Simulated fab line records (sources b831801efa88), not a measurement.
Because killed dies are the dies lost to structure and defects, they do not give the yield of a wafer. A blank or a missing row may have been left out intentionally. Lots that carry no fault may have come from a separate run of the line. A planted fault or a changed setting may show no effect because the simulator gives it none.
fab line records + flow sky130
record:
- lots: 5
- wafers: 15
- last_day: 49
route steps=708 shown FIELD_ISO@17
lots with no fault: from the same line, run without faults
start_h: start of the lot's first displayed wafer, in hours after the record's first day + wait_h: time in hours since the lot's previous step + " the same as in the row above + L1.1+2: several wafers, shown together as one row + - no value, or no start given + * or withheld: withheld + < > ~ a bound
route shown NAME@n: names a module that has steps shown in the file, with the first one's number in the route + usual: mean/standard deviation of fault-free wafers + same: alike in all rows + chamber/n: place in a boat + sites: the reading at each site + _std_site: the standard deviation of these + _edge_site: outer sites' mean less inner sites' + radius_mm: for every site, how far away it sits from the centre of the wafer + mask NAME#n: copy n + behind: the tool/chamber that last shaped the wafer + hold: the reason the lot was held/the length of the hold in hours/how it ended + device: transistor that didn't switch, given as n, p or np + end of line: tests of these same wafers at the route's end + a step with no rows: only its recipe + killed: not the wafer's yield, but the dies lost to structure and defects at the first sort + map: dies across one wafer; x = killed, . = not, _ = none there
set.NAME: the setting as run; set.NAME@STEP: as run at that earlier step + model.NAME: the simulator's own value behind a step, which no gauge read
lots at some steps of the route; a table a step, a row a wafer
services: a tool's chamber out of use, with start hour (start_h, from the record's first day; less than 0 if before it), hours out, and reason
== steps ==
step: SKY_FIELD_ISO_STRIP_16
recipe:
- chemistry: O2/N2
- power_w: 1400
- pressure_mtorr: 1500
- platen_temp_c: withheld
- o2_flow_sccm: 3000
- n2_flow_sccm: 300
- overash_fraction: 0.5
usual:
- drypump_motor_current_A: 5.6/0.4
- oes_product_au: 0.378/0.0047
- strip_time_to_endpoint_s: 3.54/0.036
| lot.wafer | tool            | chamber | start_h | wait_h | drypump_motor_current_A | oes_product_au | rf_hours_counter_h | strip_time_to_endpoint_s |
|-----------|-----------------|---------|---------|--------|-------------------------|----------------|--------------------|--------------------------|
| L074.2    | plasma_asher-02 | 0       | 30.49   | 0.0    | 6.3                     | 0.383          | 34                 | 3.56                     |
| L074.3    | "               | 0       | "       | "      | 6.3                     | 0.380          | -                  | 3.57                     |
| L074.6    | "               | 1       | "       | "      | 5.5                     | 0.381          | -                  | 3.58                     |
| L077.3    | plasma_asher-01 | 1       | 45.31   | 0.1    | 5.1                     | 0.375          | -                  | 3.45                     |
| L077.4    | "               | 0       | "       | "      | 4.9                     | 0.384          | -                  | 3.59                     |
| L077.5    | "               | 1       | "       | "      | 5.1                     | 0.380          | -                  | 3.59                     |
| L079.3    | plasma_asher-02 | 1       | 57.41   | 0.1    | 5.6                     | 0.374          | -                  | 3.53                     |
| L079.5    | "               | 0       | "       | "      | 6.4                     | 0.381          | -                  | 3.53                     |
| L079.6    | "               | 1       | "       | "      | 5.6                     | 0.369          | -                  | 3.53                     |
| L090.3    | plasma_asher-02 | 0       | 112.08  | 0.1    | 6.3                     | 0.376          | -                  | 3.53                     |
| L090.4    | "               | 1       | "       | "      | 5.6                     | 0.379          | -                  | 3.51                     |
| L090.6    | "               | 0       | "       | "      | 6.3                     | 0.375          | -                  | 3.51                     |
| L094.1    | plasma_asher-03 | 1       | 133.94  | 0.0    | 5.3                     | 0.376          | 33                 | 3.56                     |
| L094.2    | "               | 0       | "       | "      | 5.6                     | 0.381          | 33                 | 3.64                     |
| L094.6    | "               | 0       | "       | "      | 5.5                     | 0.389          | -                  | 3.59                     |
step: SKY_FIELD_ISO_ETCH_17
recipe:
- target_depth_a: 3420
- mask_material: Si3N4
- chemistry: HBr/Cl2/O2
- target: Si
- taper_deg: 5
- icp_w: 600
- bias_w: 150
- pressure_mtorr: 15
- HBr_flow_sccm: 150
- Cl2_flow_sccm: 40
- O2_flow_sccm: 6
- time_s: 97.7
usual:
- drypump_motor_current_A: 5.9/0.34
- oes_product_au: 1.000/0.013
- rf_fwd_power_W: 596.1/2.2
- throttle_valve_pct: 25.656/0.012
| lot.wafer | tool      | chamber | start_h | wait_h | drypump_motor_current_A | oes_product_au | rf_fwd_power_W | rf_hours_counter_h | throttle_valve_pct |
|-----------|-----------|---------|---------|--------|-------------------------|----------------|----------------|--------------------|--------------------|
| L074.2    | rie_si-02 | 1       | 30.59   | 0.1    | 6.2                     | 0.976          | 597.9          | 98                 | 25.667             |
| L074.3    | "         | 2       | "       | "      | 6.4                     | 1.020          | 599.0          | 2                  | 25.657             |
| L074.6    | "         | 1       | "       | "      | 6.2                     | 0.985          | 596.0          | -                  | 25.676             |
| L077.3    | rie_si-02 | 2       | 45.38   | 0.0    | 6.4                     | 1.017          | 599.0          | 2                  | 25.658             |
| L077.4    | "         | 1       | "       | "      | 6.2                     | 0.984          | 594.5          | 98                 | 25.666             |
| L077.5    | "         | 0       | "       | "      | 6.1                     | 0.999          | 595.0          | -                  | 25.659             |
| L079.3    | rie_si-01 | 0       | 57.48   | 0.0    | 5.8                     | 0.990          | 601.4          | 2                  | 25.667             |
| L079.5    | "         | 3       | "       | "      | 5.4                     | 1.008          | 594.5          | -                  | 25.644             |
| L079.6    | "         | 0       | "       | "      | 5.8                     | 0.996          | 598.4          | -                  | 25.663             |
| L090.3    | rie_si-01 | 0       | 112.14  | 0.0    | 5.8                     | 0.994          | 598.0          | 2                  | 25.660             |
| L090.4    | "         | 2       | "       | "      | 5.9                     | 0.994          | 597.2          | 28                 | 25.652             |
| L090.6    | "         | 0       | "       | "      | 5.8                     | 0.998          | 599.7          | -                  | 25.657             |
| L094.1    | rie_si-01 | 0       | 134.04  | 0.1    | 5.9                     | 0.999          | 597.4          | 3                  | 25.649             |
| L094.2    | "         | 3       | "       | "      | 5.4                     | 1.012          | 595.4          | 2                  | 25.638             |
| L094.6    | "         | 1       | "       | "      | 5.6                     | 1.016          | 594.1          | -                  | 25.653             |
step: SKY_FIELD_ISO_WET_ETCH_18
recipe:
- chemistry: H3PO4
- target_depth_nm: 25
- temp_c: 160
- target: Si3N4
- time_s: 286
| lot.wafer  | tool         | chamber | start_h | wait_h |
|------------|--------------|---------|---------|--------|
| L074.2+3+6 | wet_bench-01 | 1       | 30.66   | 0.0    |
| L077.3+4+5 | wet_bench-02 | 3       | 45.45   | 0.0    |
| L079.3+5+6 | wet_bench-03 | 2       | 57.55   | 0.0    |
| L090.3+4+6 | wet_bench-03 | 3       | 112.21  | 0.0    |
| L094.1+2+6 | wet_bench-03 | 1       | 134.12  | 0.0    |
step: SKY_FIELD_ISO_CLEAN_19
recipe:
- chemistry: SC1/SC2
- mix: 1:4:20
- temp_c: 70
- time_s: 150
| lot.wafer  | tool         | chamber | start_h | wait_h |
|------------|--------------|---------|---------|--------|
| L074.2+3+6 | wet_bench-02 | 3       | 30.75   | 0.0    |
| L077.3+4+5 | wet_bench-03 | 3       | 45.54   | 0.0    |
| L079.3+5+6 | wet_bench-01 | 2       | 57.64   | 0.0    |
| L090.3+4+6 | wet_bench-01 | 0       | 112.30  | 0.0    |
| L094.1+2+6 | wet_bench-01 | 2       | 134.20  | 0.0    |
step: SKY_FIELD_ISO_CLEAN_20
recipe:
- chemistry: dHF
- time_s: 20
- dilution: 100:1
| lot.wafer  | tool         | chamber | start_h | wait_h |
|------------|--------------|---------|---------|--------|
| L074.2+3+6 | wet_bench-01 | 0       | 30.80   | 0.0    |
| L077.3+4+5 | wet_bench-01 | 2       | 45.59   | 0.0    |
| L079.3+5+6 | wet_bench-02 | 2       | 57.69   | 0.0    |
| L090.3+4+6 | wet_bench-02 | 0       | 112.35  | 0.0    |
| L094.1+2+6 | wet_bench-02 | 3       | 134.25  | 0.0    |
step: SKY_FIELD_ISO_WET_ETCH_21
recipe:
- chemistry: dHF
- dilution: 100:1
- target_depth_nm: 20
- dry: ipa_marangoni
- target: SiO2
- temp_c: 25
- time_s: 400
| lot.wafer  | tool         | chamber | start_h | wait_h |
|------------|--------------|---------|---------|--------|
| L074.2+3+6 | wet_bench-01 | 0       | 30.81   | 0.0    |
| L077.3+4+5 | wet_bench-02 | 0       | 45.60   | 0.0    |
| L079.3+5+6 | wet_bench-03 | 0       | 57.71   | 0.0    |
| L090.3+4+6 | wet_bench-03 | 1       | 112.37  | 0.0    |
| L094.1+2+6 | wet_bench-01 | 2       | 134.27  | 0.0    |
step: SKY_FIELD_ISO_OXIDATION_22
recipe:
- temp_c: 950
- ambient: O2
- stabilise_s: 600
- purge_s: 300
- target_thk_a: 100
- ox_time_s: 623
same:
- ox_time_s: 623
| lot.wafer  | tool       | chamber | start_h | wait_h |
|------------|------------|---------|---------|--------|
| L074.2+3+6 | furnace-02 | 0       | 30.93   | 0.0    |
| L077.3+4+5 | furnace-01 | 0       | 46.63   | 0.9    |
| L079.3+5+6 | furnace-02 | 0       | 57.84   | 0.0    |
| L090.3+4+6 | furnace-02 | 0       | 113.68  | 1.2    |
| L094.1+2+6 | furnace-01 | 0       | 136.38  | 2.0    |
step: SKY_FIELD_ISO_THK_MEAS_23
recipe:
- reads: SiO2_of_FIELD_ISO_OXIDATION_22
usual:
- FIELD_ISO_OXIDATION_01_THK: 10.07/0.19
| lot.wafer | tool          | chamber | start_h | wait_h | FIELD_ISO_OXIDATION_01_THK[nm] |
|-----------|---------------|---------|---------|--------|--------------------------------|
| L074.2    | film_metro-02 | -       | 32.12   | 0.0    | 9.94                           |
| L074.3    | "             | -       | "       | "      | 9.93                           |
| L074.6    | "             | -       | "       | "      | 9.76                           |
| L077.3    | film_metro-01 | -       | 47.83   | 0.0    | 9.99                           |
| L077.4    | "             | -       | "       | "      | 9.86                           |
| L077.5    | "             | -       | "       | "      | 9.82                           |
| L079.3    | film_metro-03 | -       | 59.03   | 0.0    | 9.92                           |
| L079.5    | "             | -       | "       | "      | 9.71                           |
| L079.6    | "             | -       | "       | "      | 10.00                          |
| L090.3    | film_metro-01 | -       | 114.87  | 0.0    | 9.96                           |
| L090.4    | "             | -       | "       | "      | 10.11                          |
| L090.6    | "             | -       | "       | "      | 10.00                          |
| L094.1    | film_metro-03 | -       | 137.55  | 0.0    | 10.11                          |
| L094.2    | "             | -       | "       | "      | 10.06                          |
| L094.6    | "             | -       | "       | "      | 10.13                          |
step: SKY_FIELD_ISO_CVD_24
recipe:
- material: SiO2
- target_thk_nm: 595
- temp_c: 650
- sigma_open_frac: 0.3
- time_s: 99.2
- sih4_flow_sccm: 60
- pressure_mtorr: 6
usual:
- pressure_mtorr: 6.002/0.011
- susceptor_temp_C: 650.0/0.31
| lot.wafer | tool      | chamber | start_h | wait_h | pressure_mtorr | susceptor_temp_C |
|-----------|-----------|---------|---------|--------|----------------|------------------|
| L074.2    | hdpcvd-02 | 1       | 32.17   | 0.0    | 5.991          | 649.9            |
| L074.3    | "         | 2       | "       | "      | 6.003          | 650.0            |
| L074.6    | "         | 2       | "       | "      | 6.008          | 650.2            |
| L077.3    | hdpcvd-02 | 0       | 47.87   | 0.0    | 6.005          | 650.4            |
| L077.4    | "         | 1       | "       | "      | 6.002          | 650.0            |
| L077.5    | "         | 0       | "       | "      | 5.986          | 650.3            |
| L079.3    | hdpcvd-01 | 0       | 59.07   | 0.0    | 5.994          | 649.7            |
| L079.5    | "         | 1       | "       | "      | 6.019          | 649.5            |
| L079.6    | "         | 2       | "       | "      | 5.993          | 650.0            |
| L090.3    | hdpcvd-01 | 0       | 114.91  | 0.0    | 5.999          | 649.9            |
| L090.4    | "         | 2       | "       | "      | 5.998          | 650.2            |
| L090.6    | "         | 0       | "       | "      | 6.012          | 650.2            |
| L094.1    | hdpcvd-02 | 1       | 137.61  | 0.1    | 6.015          | 650.1            |
| L094.2    | "         | 0       | "       | "      | 6.011          | 650.4            |
| L094.6    | "         | 1       | "       | "      | 5.995          | 650.3            |
step: SKY_FIELD_ISO_THK_MEAS_25
recipe:
- reads: SiO2_of_FIELD_ISO_CVD_24
usual:
- FIELD_ISO_CVD_24_THK: 594/5.6
| lot.wafer | tool          | chamber | start_h | wait_h | FIELD_ISO_CVD_24_THK[nm] |
|-----------|---------------|---------|---------|--------|--------------------------|
| L074.2    | film_metro-01 | -       | 32.25   | 0.0    | 603                      |
| L074.3    | "             | -       | "       | "      | 598                      |
| L074.6    | "             | -       | "       | "      | 595                      |
| L077.3    | film_metro-02 | -       | 47.96   | 0.1    | 585                      |
| L077.4    | "             | -       | "       | "      | 597                      |
| L077.5    | "             | -       | "       | "      | 588                      |
| L079.3    | film_metro-01 | -       | 59.16   | 0.1    | 588                      |
| L079.5    | "             | -       | "       | "      | 601                      |
| L079.6    | "             | -       | "       | "      | 585                      |
| L090.3    | film_metro-01 | -       | 115.01  | 0.1    | 598                      |
| L090.4    | "             | -       | "       | "      | 584                      |
| L090.6    | "             | -       | "       | "      | 593                      |
| L094.1    | film_metro-01 | -       | 137.69  | 0.0    | 593                      |
| L094.2    | "             | -       | "       | "      | 591                      |
| L094.6    | "             | -       | "       | "      | 593                      |
step: SKY_FIELD_ISO_ANNEAL_26
recipe:
- temp_c: 1000
- time_s: 1800
- ambient: N2
| lot.wafer  | tool       | chamber | start_h | wait_h |
|------------|------------|---------|---------|--------|
| L074.2+3+6 | furnace-01 | 0       | 32.30   | 0.0    |
| L077.3+4+5 | furnace-01 | 0       | 48.00   | 0.0    |
| L079.3+5+6 | furnace-02 | 0       | 59.20   | 0.0    |
| L090.3+4+6 | furnace-02 | 0       | 116.10  | 1.1    |
| L094.1+2+6 | furnace-01 | 0       | 139.07  | 1.4    |
step: SKY_FIELD_ISO_CMP_27
recipe:
- stop_on: Si3N4
- t_overpolish_s: 16
- down_force_psi: 4
- platen_rpm: 60
- target_thk_nm: 457.8
- pad_velocity_m_s: 0.94248
usual:
- edge_zone_pressure_frac: 0.999/0.0049
- motor_current_A: 12.1/1
- overpolish_run_s: 16.000/0.0088
- retaining_ring_pressure_frac: 1.000/0.0054
- time_to_endpoint_s: 119/4.1
| lot.wafer | tool   | chamber | start_h | wait_h | edge_zone_pressure_frac | motor_current_A | overpolish_run_s | retaining_ring_pressure_frac | time_to_endpoint_s |
|-----------|--------|---------|---------|--------|-------------------------|-----------------|------------------|------------------------------|--------------------|
| L074.2    | cmp-02 | 0       | 33.80   | 0.0    | 0.994                   | 13.2            | 15.997           | 1.004                        | 121                |
| L074.3    | "      | 3       | "       | "      | 0.997                   | 10.8            | 16.000           | 0.986                        | 122                |
| L074.6    | "      | 1       | "       | "      | 1.002                   | 11.8            | 15.998           | 1.000                        | 119                |
| L077.3    | cmp-01 | 1       | 49.55   | 0.1    | 1.008                   | 11.8            | 15.988           | 0.998                        | 118                |
| L077.4    | "      | 3       | "       | "      | 0.996                   | 11.9            | 15.998           | 1.002                        | 120                |
| L077.5    | "      | 1       | "       | "      | 1.005                   | 11.4            | 16.008           | 0.999                        | 121                |
| L079.3    | cmp-01 | 1       | 60.80   | 0.1    | 0.996                   | 12.4            | 15.995           | 0.999                        | 123                |
| L079.6    | "      | 3       | "       | "      | 1.000                   | 12.4            | 15.986           | 0.998                        | 116                |
| L079.5    | "      | 0       | "       | "      | 0.999                   | 12.1            | 16.004           | 0.988                        | 116                |
| L090.3    | cmp-02 | 1       | 117.65  | 0.1    | 1.001                   | 11.9            | 15.983           | 0.997                        | 126                |
| L090.4    | "      | 2       | "       | "      | 1.000                   | 11.2            | 15.985           | 1.001                        | 122                |
| L090.6    | "      | 1       | "       | "      | 1.006                   | 11.8            | 15.999           | 0.990                        | 124                |
| L094.1    | cmp-02 | 0       | 140.67  | 0.1    | 0.999                   | 13.4            | 16.007           | 1.007                        | 112                |
| L094.2    | "      | 1       | "       | "      | 1.001                   | 12.3            | 16.006           | 1.004                        | 120                |
| L094.6    | "      | 3       | "       | "      | 0.999                   | 10.7            | 16.015           | 1.002                        | 122                |
step: SKY_FIELD_ISO_WET_ETCH_28
recipe:
- chemistry: dHF
- target_depth_nm: 23.7
- target: SiO2
- dilution: 10:1
- temp_c: 25
- time_s: 47
| lot.wafer  | tool         | chamber | start_h | wait_h |
|------------|--------------|---------|---------|--------|
| L074.2+3+6 | wet_bench-02 | 0       | 34.10   | 0.2    |
| L077.3+4+5 | wet_bench-03 | 2       | 49.80   | 0.2    |
| L079.3+5+6 | wet_bench-02 | 0       | 61.00   | 0.1    |
| L090.3+4+6 | wet_bench-01 | 3       | 117.90  | 0.2    |
| L094.1+2+6 | wet_bench-02 | 2       | 140.87  | 0.1    |
step: SKY_FIELD_ISO_WET_ETCH_29
recipe:
- chemistry: H3PO4
- target_depth_nm: 160
- target: Si3N4
- temp_c: 160
- time_s: 1825
| lot.wafer  | tool         | chamber | start_h | wait_h |
|------------|--------------|---------|---------|--------|
| L074.2+3+6 | wet_bench-03 | 1       | 34.12   | 0.0    |
| L077.3+4+5 | wet_bench-01 | 1       | 49.82   | 0.0    |
| L079.3+5+6 | wet_bench-03 | 2       | 61.02   | 0.0    |
| L090.3+4+6 | wet_bench-03 | 0       | 117.93  | 0.0    |
| L094.1+2+6 | wet_bench-01 | 1       | 140.89  | 0.0    |
== services ==
| tool            | chamber | start_h | hours | kind       |
|-----------------|---------|---------|-------|------------|
| cmp-01          | -       | 13.03   | 0.4   | repair     |
| plasma_asher-03 | -       | 24.79   | 2.8   | pm         |
| wet_bench-03    | -       | 24.99   | 6.8   | repair     |
| hdpcvd-01       | -       | 28.26   | 1.0   | repair     |
| cmp-02          | -       | 29.02   | 3.8   | pm         |
| hdpcvd-01       | 2       | 31.44   | 5.1   | repair     |
| cmp-01          | -       | 64.00   | 4.0   | pm         |
| hdpcvd-01       | -       | 66.75   | 15.0  | pm         |
| hdpcvd-01       | 0       | 66.75   | 15.0  | vent_cycle |
| hdpcvd-01       | 1       | 66.75   | 15.0  | vent_cycle |
| hdpcvd-01       | 2       | 66.75   | 15.0  | vent_cycle |
| plasma_asher-02 | -       | 71.87   | 6.2   | repair     |
| plasma_asher-01 | -       | 74.16   | 14.6  | pm         |
| plasma_asher-02 | -       | 77.54   | 21.4  | repair     |
| furnace-02      | -       | 89.81   | 3.1   | pm         |
| cmp-01          | -       | 89.87   | 17.0  | pm         |
| furnace-01      | -       | 97.66   | 3.4   | pm         |
| hdpcvd-01       | -       | 101.15  | 0.5   | repair     |
| hdpcvd-01       | -       | 106.11  | 1.5   | repair     |
| cmp-02          | -       | 108.21  | 0.3   | repair     |
| rie_si-02       | -       | 117.84  | 0.9   | repair     |
| cmp-02          | -       | 119.47  | 1.0   | repair     |
| furnace-02      | -       | 135.44  | 3.2   | pm         |
| furnace-02      | -       | 138.62  | 4.3   | pm         |
== key ==
fault none
